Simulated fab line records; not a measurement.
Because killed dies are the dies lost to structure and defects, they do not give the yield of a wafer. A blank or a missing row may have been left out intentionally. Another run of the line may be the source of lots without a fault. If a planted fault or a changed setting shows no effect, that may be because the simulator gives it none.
Which of the tools did it? | flow sfq-line | 16 lots with 48 wafers sampled at 5 steps, on a route of 325 steps

== WHAT THE GAUGES READ, wafer by wafer ==
SFQ_M1_OVL_MEAS_911. Usual: M1_OVL 0 nm, standard deviation 6.3.
lot  | measured     | on         | M1_OVL (nm) | flag
L399 | day 24 13:14 | overlay-02 | 7 4 3       |
L400 | day 25 15:39 | overlay-02 | -3 2 -7     |
L401 | day 25 23:04 | overlay-02 | 8 8 -4      |
L402 | day 26 06:16 | overlay-01 | -8 -1 -9    |
L405 | day 27 02:40 | overlay-01 | 3 2 3       |
L407 | day 27 13:28 | overlay-02 | -1 3 6      |
L408 | day 27 18:16 | overlay-02 | -3 5 1      |
L410 | day 28 05:11 | overlay-01 | -14 -10 -5  |
L411 | day 28 14:35 | overlay-02 | -5 0 -1     |
L412 | day 28 21:47 | overlay-02 | 11 6 5      |
L413 | day 29 13:23 | overlay-02 | -5 -9 -8    |
L414 | day 30 08:26 | overlay-01 | 7 -5 1      |
L415 | day 30 20:46 | overlay-02 | -8 2 -9     |
L416 | day 30 21:58 | overlay-01 | -4 2 2      |
L421 | day 32 08:46 | overlay-01 | -6 -7 -5    |
L422 | day 32 14:46 | overlay-02 | 6 7 3       |

SFQ_I1_OVL_MEAS_913. Usual: I1_OVL -1 nm, standard deviation 4.5.
lot  | measured     | on         | I1_OVL (nm) | flag
L399 | day 25 09:56 | overlay-02 | 5 2 -4      |
L400 | day 31 00:22 | overlay-02 | -2 1 3      |
L401 | day 31 07:34 | overlay-02 | -1 -4 -3    |
L402 | day 31 15:58 | overlay-02 | 2 3 -1      |
L405 | day 32 12:22 | overlay-02 | -5 -2 -4    |
L407 | day 32 21:58 | overlay-02 | 1 -2 -1     |
L408 | day 33 02:46 | overlay-01 | -2 -4 -4    |
L410 | day 34 02:46 | overlay-01 | 3 -6 1      |
L411 | day 35 02:43 | overlay-02 | 7 4 6       |
L412 | day 35 11:07 | overlay-01 | -1 2 2      |
L413 | day 36 13:32 | overlay-01 | 62 64 64    | OFF
L414 | day 37 02:44 | overlay-02 | 67 57 65    | OFF
L415 | day 37 12:20 | overlay-02 | 62 61 62    | OFF
L416 | day 37 13:32 | overlay-02 | 58 56 62    | OFF
L421 | day 39 02:01 | overlay-02 | 4 3 6       |
L422 | day 39 08:01 | overlay-02 | -4 -13 -9   |

SFQ_I2_BOW_MEAS_917. Usual: I2_BOW 2 um, standard deviation 8.
lot  | measured     | on            | I2_BOW (um) | flag
L399 | day 29 14:10 | film-metro-03 | 12 -4 5     |
L400 | day 32 13:11 | film-metro-03 | 3 2 0       |
L401 | day 32 22:10 | film-metro-03 | -2 11 0     |
L402 | day 33 13:10 | film-metro-02 | -1 -5 8     |
L405 | day 34 11:14 | film-metro-03 | 9 8 -4      |
L407 | day 35 02:38 | film-metro-03 | 3 3 5       |
L408 | day 35 07:24 | film-metro-02 | 0 4 -6      |
L410 | day 36 13:23 | film-metro-02 | 4 0 14      |
L411 | day 40 17:23 | film-metro-02 | 3 -6 -3     |
L412 | day 41 02:23 | film-metro-02 | 21 16 18    |
L413 | day 41 22:07 | film-metro-01 | -3 1 5      |
L414 | day 42 07:08 | film-metro-02 | 11 10 7     |
L415 | day 42 19:07 | film-metro-03 | 6 3 10      |
L416 | day 42 22:07 | film-metro-02 | -20 -22 -14 |
L421 | day 45 01:15 | film-metro-01 | 13 11 4     |
L422 | day 45 04:16 | film-metro-03 | -6 -13 -11  |

== EACH LOT AND THE TOOL THAT RAN IT (in order: tool; ch and the chambers of the sampled wafers; start) ==
lot  | SFQ_TRILAYER_I0_VIA_BARC_OPEN_VIA_ETCH_046 | SFQ_TRILAYER_I1_VIA_LITHO_EXPOSE_050
L399 | rie-diel-01 ch 0,1, day 18 00:19           | krf-scanner-01 ch 0, day 25 08:38
L400 | rie-diel-01 ch 0,1,3, day 18 17:02         | krf-scanner-02 ch 0, day 30 23:16
L401 | rie-diel-01 ch 1,2, day 19 02:38           | krf-scanner-02 ch 0, day 31 06:16
L402 | rie-diel-01 ch 0,3, day 19 12:14           | krf-scanner-02 ch 0, day 31 14:40
L405 | rie-diel-04 ch 1,2,3, day 20 18:37         | krf-scanner-02 ch 0, day 32 11:04
L407 | rie-diel-02 ch 0,1,3, day 21 09:07         | krf-scanner-02 ch 0, day 32 20:28
L408 | rie-diel-01 ch 2,3, day 21 13:55           | krf-scanner-02 ch 0, day 33 01:28
L410 | rie-diel-01 ch 0,1,3, day 22 04:19         | krf-scanner-02 ch 0, day 34 01:16
L411 | rie-diel-01 ch 1,2,3, day 22 16:07         | krf-scanner-01 ch 0, day 35 01:13
L412 | rie-diel-04 ch 0,2,3, day 22 23:19         | krf-scanner-01 ch 0, day 35 09:37
L413 | rie-diel-04 ch 0,2,3, day 23 20:55         | krf-scanner-01 ch 0, day 36 12:13
L414 | rie-diel-02 ch 0,1, day 24 18:04           | krf-scanner-01 ch 0, day 37 01:37
L415 | rie-diel-01 ch 1,2,3, day 25 14:28         | krf-scanner-01 ch 0, day 37 11:01
L416 | rie-diel-02 ch 1,3, day 25 17:05           | krf-scanner-01 ch 0, day 37 12:13
L421 | rie-diel-02 ch 2,3, day 27 05:05           | krf-scanner-02 ch 0, day 39 00:42
L422 | rie-diel-02 ch 0,3, day 27 09:53           | krf-scanner-02 ch 0, day 39 06:54
- SFQ_TRILAYER_I0_VIA_BARC_OPEN_VIA_ETCH_046: etches BARC in O2, target depth 125 nm, time 41.7 s.
- SFQ_TRILAYER_I1_VIA_LITHO_EXPOSE_050: exposes mask I1, target cd 500 nm.

== AS READ BY THE TOOLS THEMSELVES (means over the sampled wafers that have a number; for cases with no such wafer, the mark the record gives instead) ==
SFQ_TRILAYER_I0_VIA_BARC_OPEN_VIA_ETCH_046. Usual: bias-w 79.96 W, standard deviation 0.25; chamber-pressure-mTorr 30.000 mTorr, standard deviation 0.027; drypump-motor-current-A 5.7 A, standard deviation 0.45; oes-product-au 0.686 a.u., standard deviation 0.0047.
lot  | tool        | bias-w (W) | chamber-pressure-mTorr (mTorr) | drypump-motor-current-A (A) | oes-product-au (a.u.) | flag
L399 | rie-diel-01 | 79.84      | 30.019                         | 5.3                         | 0.685                 |
L400 | rie-diel-01 | 79.77      | 30.004                         | 5.4                         | 0.688                 |
L401 | rie-diel-01 | 80.01      | 29.988                         | 5.6                         | 0.683                 |
L402 | rie-diel-01 | 79.75      | 30.018                         | 5.5                         | 0.685                 |
L405 | rie-diel-04 | 80.24      | 29.991                         | 6.0                         | 0.687                 |
L407 | rie-diel-02 | 79.96      | 30.014                         | 5.4                         | 0.687                 |
L408 | rie-diel-01 | 79.79      | 29.990                         | 5.7                         | 0.692                 |
L410 | rie-diel-01 | 79.79      | 30.008                         | 5.4                         | 0.691                 |
L411 | rie-diel-01 | 79.96      | 30.011                         | 5.7                         | 0.680                 |
L412 | rie-diel-04 | 80.06      | 30.000                         | 5.9                         | 0.683                 |
L413 | rie-diel-04 | 79.77      | 30.000                         | 5.9                         | 0.684                 |
L414 | rie-diel-02 | 80.17      | 30.016                         | 5.6                         | 0.682                 |
L415 | rie-diel-01 | 80.16      | 30.007                         | 5.7                         | 0.685                 |
L416 | rie-diel-02 | 80.04      | 30.028                         | 5.6                         | 0.685                 |
L421 | rie-diel-02 | 80.14      | 30.019                         | 5.6                         | 0.685                 |
L422 | rie-diel-02 | 80.01      | 29.985                         | 5.3                         | 0.687                 |

== THE ANSWER, worked out from the rows above alone ==
Rule: take the mean of a lot's wafers that have a number; if it is more than 3 standard deviations from the usual mean, the lot is off. Also off: a lot with no number at a reading for which 4 or more lots have one. The other lots that the step has rows for count as sound. First the gauges in route order, then the tools' own readings, where a lot's mean is used as printed above. The first step at which some lot is off is used, and at that step the reading that is off furthest; a lot without a number counts as furthest.
Off: at SFQ_I1_OVL_MEAS_913 (I1_OVL), L413, L414, L415, L416.
If a tool, at a process step before that reading, ran all the lots that are off and no sound lot after the first of them, it fits. Those tools and the gauges at SFQ_I1_OVL_MEAS_913 are tried in the same way. One fits: krf-scanner-01 at SFQ_TRILAYER_I1_VIA_LITHO_EXPOSE_050. Its last sound lot is L412 (day 35 09:37), its first lot that is off L413 (day 36 12:13): a fault that began between those two fits.

== WHAT HAD BEEN PUT IN BY THE SIMULATOR ==
Scanner matching overlay: krf-scanner-01, from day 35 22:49 on, at SFQ_TRILAYER_I1_VIA_LITHO_EXPOSE_050. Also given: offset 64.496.
Struck lots among those shown: L413, L414, L415, L416. The rule above found the same.
